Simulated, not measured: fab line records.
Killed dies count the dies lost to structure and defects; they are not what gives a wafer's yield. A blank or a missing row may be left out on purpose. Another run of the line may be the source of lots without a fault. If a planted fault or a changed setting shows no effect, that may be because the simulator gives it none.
What tool caused it?    flow sky130    Sampling: 11 lots, 32 wafers, 5 of 708 route steps

WHAT EACH GAUGE READ, for each wafer
SKY_CONTACT_OVL_MEAS_15. Usual: CONTACT_OVL typically reads -3 nm, with standard deviation 5.5.
lot   measured      on          CONTACT_OVL (nm)  flag
L747  day 31 04:27  overlay-01  -1 -5 -8          
L748  day 31 05:00  overlay-02  -7 -11 -13        
L756  day 34 00:10  overlay-02  5 -1 -6           
L757  day 34 07:53  overlay-02  6 6               
L759  day 34 19:43  overlay-02  -3 2 -2           
L761  day 35 05:39  overlay-01  -4 4 -3           
L762  day 35 16:11  overlay-01  -10 -4 -6         
L764  day 36 06:19  overlay-01  -14 -10 -11       
L767  day 37 12:44  overlay-02  -10 -12 -7        
L766  day 37 16:00  overlay-01  8 1 -1            
L768  day 38 00:43  overlay-02  -13 -12 -7        

SKY_CAPM_THK_MEAS_01. Usual: CAPM_CVD_00_THK typically reads 15.57 nm, with standard deviation 0.24.
lot   measured      on            CAPM_CVD_00_THK (nm)  flag
L747  day 35 23:27  filmMetro-04  15.39 15.89 15.26     
L748  day 35 23:32  filmMetro-01  15.25 15.45 15.64     
L756  day 38 17:30  filmMetro-04  22.52 15.70 15.82     OFF
L757  day 39 02:01  filmMetro-04  22.28 15.35           OFF
L759  day 39 13:49  filmMetro-01  15.54 15.50 15.79     
L761  day 40 00:14  filmMetro-04  15.49 15.28 15.57     
L762  day 40 09:59  filmMetro-02  15.81 16.15 15.57     
L764  day 41 00:27  filmMetro-01  15.58 16.04 15.77     
L767  day 42 04:52  filmMetro-04  15.45 15.67 15.62     
L766  day 42 08:57  filmMetro-02  15.43 15.69 15.70     
L768  day 42 15:36  filmMetro-02  15.51 15.46 15.79     

TOOL THAT RAN EACH LOT (tool first, then ch and the chambers of the sampled wafers, then the start)
lot   SKY_LOCAL_INTERCONNECT_STRIP_15      SKY_METAL1_ETCH_18                SKY_CAPM_CVD_00
L747  plasmaAsher-03 ch 0,1, day 30 00:34  rieMetal-01 ch 0,1, day 32 08:20  pecvd-02 ch 0,1,2, day 35 23:25
L748  plasmaAsher-03 ch 0,1, day 30 01:24  rieMetal-03 ch 0,1, day 32 09:28  pecvd-01 ch 0,2, day 35 23:31
L756  plasmaAsher-03 ch 0,1, day 32 21:08  rieMetal-01 ch 0,1, day 35 04:49  pecvd-02 ch 0,2, day 38 17:27
L757  plasmaAsher-01 ch 0,1, day 33 04:24  rieMetal-03 ch 0,1, day 35 11:37  pecvd-02 ch 1, day 39 01:58
L759  plasmaAsher-01 ch 0,1, day 33 15:22  rieMetal-03 ch 0,1, day 36 00:13  pecvd-03 ch 1,2, day 39 13:47
L761  plasmaAsher-04 ch 0,1, day 34 01:22  rieMetal-02 ch 0,1, day 36 10:03  pecvd-01 ch 0,1,2, day 40 00:13
L762  plasmaAsher-04 ch 0,1, day 34 12:39  rieMetal-02 ch 0,1, day 36 20:46  pecvd-03 ch 0,2, day 40 09:58
L764  plasmaAsher-03 ch 0,1, day 35 03:18  rieMetal-02 ch 0,1, day 37 10:40  pecvd-03 ch 0,1,2, day 41 00:26
L767  plasmaAsher-01 ch 0,1, day 36 09:22  rieMetal-01 ch 0,1, day 38 17:28  pecvd-01 ch 0,1, day 42 04:50
L766  plasmaAsher-03 ch 0,1, day 36 11:31  rieMetal-01 ch 1, day 38 20:15    pecvd-03 ch 0,1,2, day 42 08:56
L768  plasmaAsher-03 ch 0, day 36 20:38    rieMetal-03 ch 1, day 39 04:42    pecvd-02 ch 1,2, day 42 15:35
- SKY_LOCAL_INTERCONNECT_STRIP_15: strips in O2/N2.
- SKY_METAL1_ETCH_18: etches BARC in N2/H2, stops on SiO2, time 45.9 s, target depth 60 nm.
- SKY_CAPM_CVD_00: deposits SiO2, target thk 15.5 nm.

WHAT THE TOOLS THEMSELVES READ (means of the sampled wafers that have a number; where no wafer has one, the mark that the record gives instead)
SKY_LOCAL_INTERCONNECT_STRIP_15. Usual: drypumpMotorCurrentA 5.7 A, standard deviation 0.48; oesProductAu 0.427 a.u., standard deviation 0.0043; stripTimeToEndpointS 4.721 s, standard deviation 0.018.
lot   tool            drypumpMotorCurrentA (A)  oesProductAu (a.u.)  stripTimeToEndpointS (s)  flag
L747  plasmaAsher-03  5.7                       0.423                4.729                     
L748  plasmaAsher-03  5.7                       0.429                4.728                     
L756  plasmaAsher-03  5.7                       0.427                4.708                     
L757  plasmaAsher-01  5.7                       0.432                4.709                     
L759  plasmaAsher-01  5.5                       0.425                4.696                     
L761  plasmaAsher-04  5.8                       0.428                4.729                     
L762  plasmaAsher-04  5.5                       0.428                4.713                     
L764  plasmaAsher-03  5.8                       0.429                4.712                     
L767  plasmaAsher-01  5.9                       0.425                4.731                     
L766  plasmaAsher-03  5.7                       0.430                4.721                     
L768  plasmaAsher-03  5.8                       0.426                4.701                     

SKY_METAL1_ETCH_18. Usual: drypumpMotorCurrentA 6.0 A, standard deviation 0.37; oesProductAu 0.853 a.u., standard deviation 0.0049; throttleValvePct 13.224 %, standard deviation 0.0087.
lot   tool         drypumpMotorCurrentA (A)  oesProductAu (a.u.)  throttleValvePct (%)  flag
L747  rieMetal-01  6.2                       0.853                13.214                
L748  rieMetal-03  5.7                       0.851                13.220                
L756  rieMetal-01  6.0                       0.849                13.217                
L757  rieMetal-03  5.8                       0.851                13.223                
L759  rieMetal-03  6.1                       0.852                13.228                
L761  rieMetal-02  5.9                       0.855                13.227                
L762  rieMetal-02  6.0                       0.855                13.227                
L764  rieMetal-02  6.0                       0.857                13.218                
L767  rieMetal-01  6.0                       0.852                13.223                
L766  rieMetal-01  6.4                       0.854                13.224                
L768  rieMetal-03  5.4                       0.855                13.213                

SKY_CAPM_CVD_00. Usual: heaterPowerW at 686 W, with a standard deviation of 110.
lot   tool      heaterPowerW (W)  flag
L747  pecvd-02  834               
L748  pecvd-01  586               
L756  pecvd-02  848               
L757  pecvd-02  786               
L759  pecvd-03  657               
L761  pecvd-01  621               
L762  pecvd-03  675               
L764  pecvd-03  644               
L767  pecvd-01  570               
L766  pecvd-03  641               
L768  pecvd-02  812               

THE ANSWER, worked out from the rows above alone
Rule: take the mean of a lot's wafers that have a number; if it is more than 3 standard deviations from the usual mean, the lot is off. A lot without any number at a reading at which 4 lots or more have one is off too. Any other lot the step has rows for is counted as sound. After the gauges, taken in route order, come the tools' own readings; for these a lot's mean is taken, as printed above. At the first step where some lot is off, the reading lying furthest off is the one used; lots without a number count as furthest.
Off: L756, L757, seen at SKY_CAPM_THK_MEAS_01 (CAPM_CVD_00_THK).
If a tool, at a process step before that reading, ran all the lots that are off and no sound lot after the first of them, it fits. The gauges at SKY_CAPM_THK_MEAS_01 are tried like those tools. None of those tried fits.

WHAT WAS PUT IN BY THE SIMULATOR
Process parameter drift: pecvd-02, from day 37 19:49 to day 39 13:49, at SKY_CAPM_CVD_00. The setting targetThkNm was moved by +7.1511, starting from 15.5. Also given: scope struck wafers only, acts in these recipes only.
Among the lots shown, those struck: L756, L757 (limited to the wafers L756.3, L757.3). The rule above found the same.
